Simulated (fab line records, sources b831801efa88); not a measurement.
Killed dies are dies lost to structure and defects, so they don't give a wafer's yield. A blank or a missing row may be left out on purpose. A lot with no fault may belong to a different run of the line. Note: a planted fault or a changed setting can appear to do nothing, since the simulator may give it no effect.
Which tool was responsible? | flow gf180mcu | 13 lots with 39 wafers sampled at 4 steps, on a route of 602 steps

## WHAT THE GAUGES SHOWED, per wafer
GF_V2_BOW_MEAS_05.
lot  | measured     | on            | V2_BOW (um)
L110 | day 21 02:55 | film-metro-03 | 116 93 124
L113 | day 22 10:37 | film-metro-04 | 115 120 113
L114 | day 23 08:07 | film-metro-01 | 109 103 104
L120 | day 24 12:46 | film-metro-04 | 102 103 119
L121 | day 24 19:23 | film-metro-03 | 105 110 93
L122 | day 25 05:35 | film-metro-04 | 98 103 103
L124 | day 25 15:46 | film-metro-04 | 94 91 98
L125 | day 26 10:08 | film-metro-04 | 97 108 100
L126 | day 26 13:10 | film-metro-04 | 96 95 82
L127 | day 26 18:58 | film-metro-04 | 108 100 92
L128 | day 27 05:40 | film-metro-01 | 110 99 91
L129 | day 27 10:59 | film-metro-03 | 94 84 102
L130 | day 27 15:34 | film-metro-03 | 93 103 90

## WHAT TOOL EACH LOT RAN ON (gives the tool, then ch and the chambers of the sampled wafers, and finally the start)
lot  | GF_SAB_WET_ETCH_12              | GF_V2_CVD_02                    | GF_V2_CMP_04
L110 | wet-bench-01 ch 2, day 16 18:56 | pecvd-02 ch 0,2, day 21 02:28   | cmp-01 ch 2,3, day 21 02:37
L113 | wet-bench-04 ch 2, day 18 01:40 | pecvd-04 ch 0,1,2, day 22 10:11 | cmp-01 ch 0,1,3, day 22 10:19
L114 | wet-bench-01 ch 3, day 18 22:56 | pecvd-02 ch 2, day 23 07:32     | cmp-01 ch 1,2,3, day 23 07:52
L120 | wet-bench-04 ch 1, day 20 06:28 | pecvd-02 ch 0,2, day 24 12:17   | cmp-02 ch 0,1,3, day 24 12:33
L121 | wet-bench-02 ch 3, day 20 16:02 | pecvd-02 ch 0,2, day 24 18:54   | cmp-02 ch 0,1,3, day 24 19:08
L122 | wet-bench-02 ch 2, day 21 01:59 | pecvd-04 ch 0,1,2, day 25 05:10 | cmp-02 ch 0,1,3, day 25 05:17
L124 | wet-bench-01 ch 1, day 21 13:08 | pecvd-03 ch 0,1,2, day 25 15:20 | cmp-01 ch 0,2, day 25 15:28
L125 | wet-bench-02 ch 0, day 22 07:23 | pecvd-04 ch 0,1, day 26 09:41   | cmp-01 ch 0,2,3, day 26 09:49
L126 | wet-bench-04 ch 2, day 22 12:17 | pecvd-02 ch 1,2, day 26 12:43   | cmp-02 ch 0,2, day 26 12:54
L127 | wet-bench-02 ch 2, day 22 18:04 | pecvd-03 ch 1,2, day 26 18:32   | cmp-02 ch 2,3, day 26 18:40
L128 | wet-bench-01 ch 0, day 23 05:35 | pecvd-02 ch 0,1,2, day 27 05:11 | cmp-01 ch 0,3, day 27 05:22
L129 | wet-bench-01 ch 0, day 23 10:37 | pecvd-04 ch 0,2, day 27 10:31   | cmp-01 ch 0,1, day 27 10:41
L130 | wet-bench-02 ch 3, day 23 17:38 | pecvd-03 ch 0,2, day 27 15:07   | cmp-01 ch 0,2, day 27 15:14
- GF_SAB_WET_ETCH_12: etches SiO2 in dHF, target depth 22 nm, time 440 s.
- GF_V2_CVD_02: deposits SiO2 from TEOS, target thk 850 nm, time 94.851 s.
- GF_V2_CMP_04: polishes SiO2.

## WHAT THE TOOLS THEMSELVES READ (means of the sampled wafers that have a number; where no wafer has one, the mark that the record gives instead)
GF_SAB_WET_ETCH_12.
lot  | tool         | run-length-s (s)
L110 | wet-bench-01 | 473
L113 | wet-bench-04 | 466
L114 | wet-bench-01 | 520
L120 | wet-bench-04 | 465
L121 | wet-bench-02 | 466
L122 | wet-bench-02 | 465
L124 | wet-bench-01 | 468
L125 | wet-bench-02 | 474
L126 | wet-bench-04 | 466
L127 | wet-bench-02 | 474
L128 | wet-bench-01 | 466
L129 | wet-bench-01 | 466
L130 | wet-bench-02 | 466

GF_V2_CVD_02.
lot  | tool     | heater-power-w (W)
L110 | pecvd-02 | 641
L113 | pecvd-04 | 658
L114 | pecvd-02 | 689
L120 | pecvd-02 | 607
L121 | pecvd-02 | 652
L122 | pecvd-04 | 693
L124 | pecvd-03 | 772
L125 | pecvd-04 | 617
L126 | pecvd-02 | 786
L127 | pecvd-03 | 747
L128 | pecvd-02 | 683
L129 | pecvd-04 | 799
L130 | pecvd-03 | 711

GF_V2_CMP_04.
lot  | tool   | motor-current-A (A) | platen-rpm (rpm) | time-to-endpoint-s (s)
L110 | cmp-01 | 12.5                | 59.96            | 78
L113 | cmp-01 | 12.2                | 60.00            | 80
L114 | cmp-01 | 11.9                | 60.00            | 80
L120 | cmp-02 | 12.1                | 60.02            | 84
L121 | cmp-02 | 12.5                | 60.01            | 83
L122 | cmp-02 | 12.1                | 60.00            | 75
L124 | cmp-01 | 11.1                | 60.04            | 74
L125 | cmp-01 | 11.9                | 59.96            | 81
L126 | cmp-02 | 11.6                | 59.98            | 79
L127 | cmp-02 | 10.6                | 59.98            | 74
L128 | cmp-01 | 11.7                | 60.04            | 89
L129 | cmp-01 | 11.7                | 60.02            | 87
L130 | cmp-01 | 11.1                | 60.00            | 82

## THE ANSWER, worked out from the rows above alone
Rule: usual is defined by the lots themselves. Put in order of their means at a reading, lots are off if they are a third of the lots or fewer, leave a main group of 4 or more, and stand apart from it by a gap of 3 or more times the standard deviation of the main group's means; of several such gaps the widest counts. Not used: any main group whose means are identical at the precision the tables above print for the reading. Also off: a lot with no number at a reading for which 4 or more lots have one. Any other lot the step has rows for is counted as sound. After the gauges, taken in route order, come the tools' own readings; for these a lot's mean is taken, as printed above. The first step at which some lot is off is used, and at that step the reading that is off furthest; a lot without a number counts as furthest.
Off at GF_SAB_WET_ETCH_12 (run-length-s): L114. The main group: mean 468 s, standard deviation 3.4.
A tool fits if, at that step or a process step before it, it ran every lot that is off, and no sound lot after the first of them. No candidate that was tried fits.

## WHAT WAS PUT IN BY THE SIMULATOR
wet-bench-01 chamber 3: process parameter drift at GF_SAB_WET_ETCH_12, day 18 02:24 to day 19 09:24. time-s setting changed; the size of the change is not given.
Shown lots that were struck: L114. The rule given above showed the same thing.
